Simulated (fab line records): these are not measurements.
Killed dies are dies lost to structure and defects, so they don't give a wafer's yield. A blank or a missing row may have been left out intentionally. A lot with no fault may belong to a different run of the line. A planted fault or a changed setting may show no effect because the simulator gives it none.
fab line records ; flow sky130
record lots=7; wafers=21; last_day=50
route steps=708 shown LDD_HVN@274 LDD_HVP@278
lots that met no fault: taken from a fault-free run of the same line
start_h: hours from the record's opening day to when the first of the lot's shown wafers began ; wait_h: time in hours since the lot's previous step ; " as in the row above ; L1.1+2: a row that stands for several wafers ; - no value present, or no start provided ; * or withheld: withheld ; < > ~ a bound
route shown NAME@n: a module of which the file shows steps, and the number in the route of the first ; usual: mean/standard deviation of fault-free wafers ; same: alike in all rows ; chamber/n: place in a boat ; sites: the reading at each site ; _std_site: the values' standard deviation ; _edge_site: inner sites' mean taken away from outer sites' mean ; radius_mm: for every site, how far away it sits from the centre of the wafer ; mask NAME#n: copy n ; behind: the most recent tool/chamber to have shaped the wafer ; hold: why the lot went on hold/how many hours it stayed there/how the hold came to an end ; device: the transistor (n, p or np) that didn't switch ; end of line: the route-end tests of the same wafers ; for a step that has no rows: nothing shown but its recipe ; killed: dies that structure and defects cost at the first sort, which is not the same as the wafer's yield ; map: a wafer's dies, marking killed ones x, the rest . and places with no die _
set.NAME: the setting the step ran with; set.NAME@STEP: the setting that earlier step ran with ; model.NAME: the simulator's own value behind a step, which no gauge read
lots seen at some steps along the route; tables by step, rows by wafer
services: when a tool's chamber went out of use (start_h, in hours from the record's first day, below 0 if earlier), for how many hours, and the reason
## steps
# step SKY_LDD_HVN_OVL_MEAS_07
# usual LDD_HVN_OVL=-0.2/1.5
lot.wafer;tool;chamber;start_h;wait_h;LDD_HVN_OVL[nm]
L566.1;overlay-02;-;480.99;0.1;-0.4
L566.5;overlay-02;-;480.99;0.1;-2.5
L566.6;overlay-02;-;480.99;0.1;-2.4
L567.1;overlay-02;-;520.56;0.1;-0.2
L567.3;overlay-02;-;520.56;0.1;-0.4
L567.4;overlay-02;-;520.56;0.1;-1.6
L568.2;overlay-02;-;526.47;0.1;0.9
L568.4;overlay-02;-;526.47;0.1;0.4
L568.5;overlay-02;-;526.47;0.1;2.1
L576.1;overlay-02;-;574.64;0.1;1.3
L576.3;overlay-02;-;574.64;0.1;3.5
L576.4;overlay-02;-;574.64;0.1;1.9
L579.2;overlay-01;-;617.19;0.1;-2.3
L579.3;overlay-01;-;617.19;0.1;-0.8
L579.5;overlay-01;-;617.19;0.1;-2.4
L586.1;overlay-02;-;661.34;0.1;-1.0
L586.4;overlay-02;-;661.34;0.1;-0.8
L586.5;overlay-02;-;661.34;0.1;-1.5
L585.4;overlay-02;-;665.43;0.1;-0.8
L585.5;overlay-02;-;665.43;0.1;-3.3
L585.6;overlay-02;-;665.43;0.1;-3.6
# step SKY_LDD_HVN_IMPLANT_08
# recipe species=P; energy_kev=60; dose_cm2=3e+13; tilt_deg=40
# step SKY_LDD_HVN_STRIP_09
# recipe chemistry=O2/N2; power_w=1400; pressure_mtorr=1500; platen_temp_c=withheld; o2_flow_sccm=3000; n2_flow_sccm=300; overash_fraction=0.5
# usual drypump_motor_current_A=5.6/0.39; oes_product_au=0.408/0.0046; strip_time_to_endpoint_s=4.138/0.014
lot.wafer;tool;chamber;start_h;wait_h;drypump_motor_current_A;oes_product_au;rf_hours_counter_h;strip_time_to_endpoint_s
L566.1;plasma_asher-03;0;481.17;0.1;5.5;0.402;64;4.147
L566.5;plasma_asher-03;0;481.17;0.1;5.5;0.402;-;4.155
L566.6;plasma_asher-03;1;481.17;0.1;5.8;0.410;-;4.151
L567.1;plasma_asher-04;1;520.75;0.1;6.0;0.404;85;4.155
L567.3;plasma_asher-04;0;520.75;0.1;6.1;0.415;-;4.156
L567.4;plasma_asher-04;1;520.75;0.1;6.0;0.415;-;4.153
L568.2;plasma_asher-04;1;526.65;0.1;6.0;0.404;85;4.149
L568.4;plasma_asher-04;1;526.65;0.1;6.0;0.403;-;4.128
L568.5;plasma_asher-04;1;526.65;0.1;6.0;0.415;-;4.140
L576.1;plasma_asher-02;1;574.82;0.1;5.6;0.415;46;4.143
L576.3;plasma_asher-02;0;574.82;0.1;5.0;0.414;-;4.139
L576.4;plasma_asher-02;1;574.82;0.1;5.6;0.408;-;4.137
L579.2;plasma_asher-02;0;617.37;0.1;4.9;0.410;50;4.149
L579.3;plasma_asher-02;1;617.37;0.1;5.6;0.403;-;4.131
L579.5;plasma_asher-02;1;617.37;0.1;5.6;0.412;-;4.147
L586.1;plasma_asher-02;1;661.52;0.1;5.6;0.411;55;4.120
L586.4;plasma_asher-02;0;661.52;0.1;4.9;0.405;-;4.133
L586.5;plasma_asher-02;1;661.52;0.1;5.6;0.410;-;4.115
L585.4;plasma_asher-03;0;665.65;0.1;5.6;0.416;-;4.129
L585.5;plasma_asher-03;0;665.65;0.1;5.5;0.414;-;4.151
L585.6;plasma_asher-03;1;665.65;0.1;5.8;0.420;-;4.154
# step SKY_LDD_HVN_TW_MEAS_10
# usual LDD_HVN_TW=1436/5.8
lot.wafer;tool;chamber;start_h;wait_h;LDD_HVN_TW
L566.1;film_metro-03;-;481.27;0.1;1442
L566.5;film_metro-03;-;481.27;0.1;1433
L566.6;film_metro-03;-;481.27;0.1;1440
L567.1;film_metro-04;-;520.85;0.1;1438
L567.3;film_metro-04;-;520.85;0.1;1433
L567.4;film_metro-04;-;520.85;0.1;1430
L568.2;film_metro-04;-;526.76;0.1;1439
L568.4;film_metro-04;-;526.76;0.1;1438
L568.5;film_metro-04;-;526.76;0.1;1431
L576.1;film_metro-03;-;574.92;0.1;1435
L576.3;film_metro-03;-;574.92;0.1;1434
L576.4;film_metro-03;-;574.92;0.1;1425
L579.2;film_metro-02;-;617.48;0.1;1431
L579.3;film_metro-02;-;617.48;0.1;1442
L579.5;film_metro-02;-;617.48;0.1;1446
L586.1;film_metro-03;-;661.62;0.1;1433
L586.4;film_metro-03;-;661.62;0.1;1431
L586.5;film_metro-03;-;661.62;0.1;1437
L585.4;film_metro-03;-;665.75;0.1;1434
L585.5;film_metro-03;-;665.75;0.1;1432
L585.6;film_metro-03;-;665.75;0.1;1436
# step SKY_LDD_HVP_DEHYDRATE_00
# recipe temp_c=200; time_s=60
# step SKY_LDD_HVP_HMDS_01
# recipe prime_time_s=60; prime_temp_c=120
# step SKY_LDD_HVP_COAT_02
# recipe resist=NOVOLAK; spin_rpm=3000; resist_thk_nm=300
# step SKY_LDD_HVP_SOFTBAKE_03
# recipe temp_c=90; time_s=60; resist=NOVOLAK
# step SKY_LDD_HVP_EXPOSE_04
# recipe mask_id=HVPTM; na=0.6; source_shape=conventional; sigma_outer=0.6; polarization=unpolarized; target_cd_nm=700; dose_mj=86
# step SKY_LDD_HVP_PEB_05
# recipe temp_c=withheld; time_s=*; resist=NOVOLAK
# step SKY_LDD_HVP_DEVELOP_06
# recipe resist=NOVOLAK; developer=TMAH; develop_time_s=60; dev_temp_c=23
# step SKY_LDD_HVP_OVL_MEAS_07
# usual LDD_HVP_OVL=1.9/1.5
lot.wafer;tool;chamber;start_h;wait_h;LDD_HVP_OVL[nm]
L566.1;overlay-01;-;510.97;0.1;2.9
L566.5;overlay-01;-;510.97;0.1;3.3
L566.6;overlay-01;-;510.97;0.1;2.7
L567.1;overlay-01;-;550.14;0.1;1.8
L567.3;overlay-01;-;550.14;0.1;2.2
L567.4;overlay-01;-;550.14;0.1;0.5
L568.2;overlay-02;-;556.34;0.1;2.2
L568.4;overlay-02;-;556.34;0.1;1.0
L568.5;overlay-02;-;556.34;0.1;1.2
L576.1;overlay-02;-;603.52;0.1;2.2
L576.3;overlay-02;-;603.52;0.1;2.9
L576.4;overlay-02;-;603.52;0.1;3.0
L579.2;overlay-01;-;646.38;0.1;-1.1
L579.3;overlay-01;-;646.38;0.1;-2.6
L579.5;overlay-01;-;646.38;0.1;1.9
L586.1;overlay-01;-;689.66;0.1;0.4
L586.4;overlay-01;-;689.66;0.1;0.3
L586.5;overlay-01;-;689.66;0.1;-0.2
L585.4;overlay-01;-;693.69;0.1;2.5
L585.5;overlay-01;-;693.69;0.1;1.2
L585.6;overlay-01;-;693.69;0.1;2.2
# step SKY_LDD_HVP_IMPLANT_08
# recipe species=B; energy_kev=20; dose_cm2=1.7e+13; tilt_deg=17.9
# usual beam_energy_keV=20.000/0.0056; beam_on_s=10.00/0.18; tilt_deg=17.902/0.022
lot.wafer;tool;chamber;start_h;wait_h;beam_energy_keV;beam_on_s;tilt_deg
L566.1;implanter-02;-;511.01;0.0;-;-;-
L566.5;implanter-02;-;511.01;0.0;-;-;-
L566.6;implanter-02;-;511.01;0.0;-;-;-
L567.1;implanter-01;-;550.17;0.0;-;-;-
L567.3;implanter-01;-;550.17;0.0;-;-;-
L567.4;implanter-01;-;550.17;0.0;-;-;-
L568.2;implanter-02;-;556.40;0.0;-;-;-
L568.4;implanter-02;-;556.40;0.0;-;-;-
L568.5;implanter-02;-;556.40;0.0;-;-;-
L576.1;implanter-02;0;603.56;0.0;19.995;10.30;17.910
L576.3;implanter-02;0;603.56;0.0;19.995;10.07;17.926
L576.4;implanter-02;0;603.56;0.0;19.999;10.50;17.913
L579.2;implanter-01;0;646.44;0.0;20.006;9.86;17.885
L579.3;implanter-01;0;646.44;0.0;20.004;10.10;17.923
L579.5;implanter-01;0;646.44;0.0;20.007;9.83;17.900
L586.1;implanter-02;0;689.70;0.0;20.000;9.91;17.860
L586.4;implanter-02;0;689.70;0.0;20.006;9.99;17.890
L586.5;implanter-02;0;689.70;0.0;20.003;10.11;17.919
L585.4;implanter-02;0;693.79;0.1;19.997;10.31;17.885
L585.5;implanter-02;0;693.79;0.1;20.002;10.22;17.890
L585.6;implanter-02;0;693.79;0.1;20.005;10.14;17.900
# step SKY_LDD_HVP_STRIP_09
# recipe chemistry=O2/N2; power_w=1400; pressure_mtorr=1500; platen_temp_c=withheld; o2_flow_sccm=3000; n2_flow_sccm=300; overash_fraction=0.5
# usual drypump_motor_current_A=5.4/0.32; oes_product_au=0.409/0.0045; strip_time_to_endpoint_s=4.137/0.014
lot.wafer;tool;chamber;start_h;wait_h;drypump_motor_current_A;oes_product_au;rf_hours_counter_h;strip_time_to_endpoint_s
L566.1;plasma_asher-03;0;511.16;0.1;5.5;0.406;67;4.143
L566.5;plasma_asher-03;1;511.16;0.1;5.7;0.410;-;4.145
L566.6;plasma_asher-03;0;511.16;0.1;5.5;0.412;-;4.129
L567.1;plasma_asher-03;0;550.32;0.1;5.5;0.405;71;4.149
L567.3;plasma_asher-03;0;550.32;0.1;5.5;0.413;-;4.156
L567.4;plasma_asher-03;1;550.32;0.1;5.7;0.412;-;4.157
L568.2;plasma_asher-02;0;556.52;0.1;4.9;0.400;44;4.151
L568.4;plasma_asher-02;0;556.52;0.1;5.0;0.413;-;4.138
L568.5;plasma_asher-02;0;556.52;0.1;5.0;0.405;-;4.146
L576.1;plasma_asher-01;1;603.71;0.1;5.3;0.406;17;4.130
L576.3;plasma_asher-01;1;603.71;0.1;5.3;0.410;-;4.110
L576.4;plasma_asher-01;0;603.71;0.1;4.8;0.411;-;4.143
L579.2;plasma_asher-02;0;646.56;0.1;4.9;0.410;53;4.147
L579.3;plasma_asher-02;0;646.56;0.1;4.9;0.409;-;4.135
L579.5;plasma_asher-02;0;646.56;0.1;4.9;0.415;-;4.135
L586.1;plasma_asher-02;0;689.85;0.1;5.0;0.413;57;4.152
L586.4;plasma_asher-02;0;689.85;0.1;4.9;0.405;-;4.154
L586.5;plasma_asher-02;0;689.85;0.1;5.0;0.402;-;4.154
L585.4;plasma_asher-02;1;693.89;0.1;5.6;0.406;-;4.148
L585.5;plasma_asher-02;0;693.89;0.1;5.0;0.407;-;4.154
L585.6;plasma_asher-02;1;693.89;0.1;5.6;0.406;-;4.165
# step SKY_LDD_HVP_TW_MEAS_10
# usual LDD_HVP_TW=457.9/3
lot.wafer;tool;chamber;start_h;wait_h;LDD_HVP_TW
L566.1;film_metro-03;-;511.26;0.1;29.9
L566.5;film_metro-03;-;511.26;0.1;30.1
L566.6;film_metro-03;-;511.26;0.1;30.0
L567.1;film_metro-02;-;550.42;0.1;30.2
L567.3;film_metro-02;-;550.42;0.1;30.2
L567.4;film_metro-02;-;550.42;0.1;30.3
L568.2;film_metro-03;-;556.63;0.1;30.0
L568.4;film_metro-03;-;556.63;0.1;30.1
L568.5;film_metro-03;-;556.63;0.1;29.8
L576.1;film_metro-01;-;603.81;0.1;452.7
L576.3;film_metro-01;-;603.81;0.1;458.3
L576.4;film_metro-01;-;603.81;0.1;457.9
L579.2;film_metro-02;-;646.67;0.1;456.2
L579.3;film_metro-02;-;646.67;0.1;457.9
L579.5;film_metro-02;-;646.67;0.1;456.1
L586.1;film_metro-01;-;689.95;0.1;460.3
L586.4;film_metro-01;-;689.95;0.1;460.5
L586.5;film_metro-01;-;689.95;0.1;464.6
L585.4;film_metro-03;-;693.99;0.1;454.2
L585.5;film_metro-03;-;693.99;0.1;456.7
L585.6;film_metro-03;-;693.99;0.1;455.3
## services
tool;chamber;start_h;hours;kind
plasma_asher-01;-;496.56;2.8;pm
plasma_asher-01;-;505.16;2.3;repair
plasma_asher-01;-;557.33;1.6;repair
plasma_asher-02;-;595.70;1.3;repair
implanter-02;-;638.65;0.9;repair
plasma_asher-04;-;644.00;2.8;pm
plasma_asher-03;-;681.79;2.5;repair
## key
first_sign step=SKY_LDD_HVP_IMPLANT_08; reading=tool_record; direction=missing
effect step=SKY_LDD_HVP_TW_MEAS_10; reading=LDD_HVP_TW; direction=down; sigmas=99+; usual=457.9; struck=30.1
met_at SKY_LDD_HVP_IMPLANT_08
struck_wafers L566.1,L566.5,L566.6,L567.1,L567.3,L567.4,L568.2,L568.4,L568.5
later_rows_left_out L566.1,L566.5,L566.6,L567.1,L567.3,L567.4,L568.2,L568.4,L568.5
sort_left_out L566.1,L566.5,L566.6,L567.1,L567.3,L567.4,L568.2,L568.4,L568.5
tester_left_out L566,L567,L568
fault kind=skipped_step_whole; tool=implanter-01,implanter-02; chamber=-; onset_h=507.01; steps=SKY_LDD_HVP_IMPLANT_08; scope=struck_lots_only
# tester_left_out: of these lots the tester's yield and bins aren't shown, on N5 and GAA mostly nor the transistor test; their killed dies are dies lost to structure and defects alone, not to doping, threshold or leakage, so they don't give the yield
# sort_left_out: the simulated sort isn't trusted on such a fault, so these wafers' sort isn't shown, and their yield isn't known
# later_rows_left_out: the simulator's readings of these wafers behind a module that went badly wrong aren't trusted and aren't shown, but for the sort
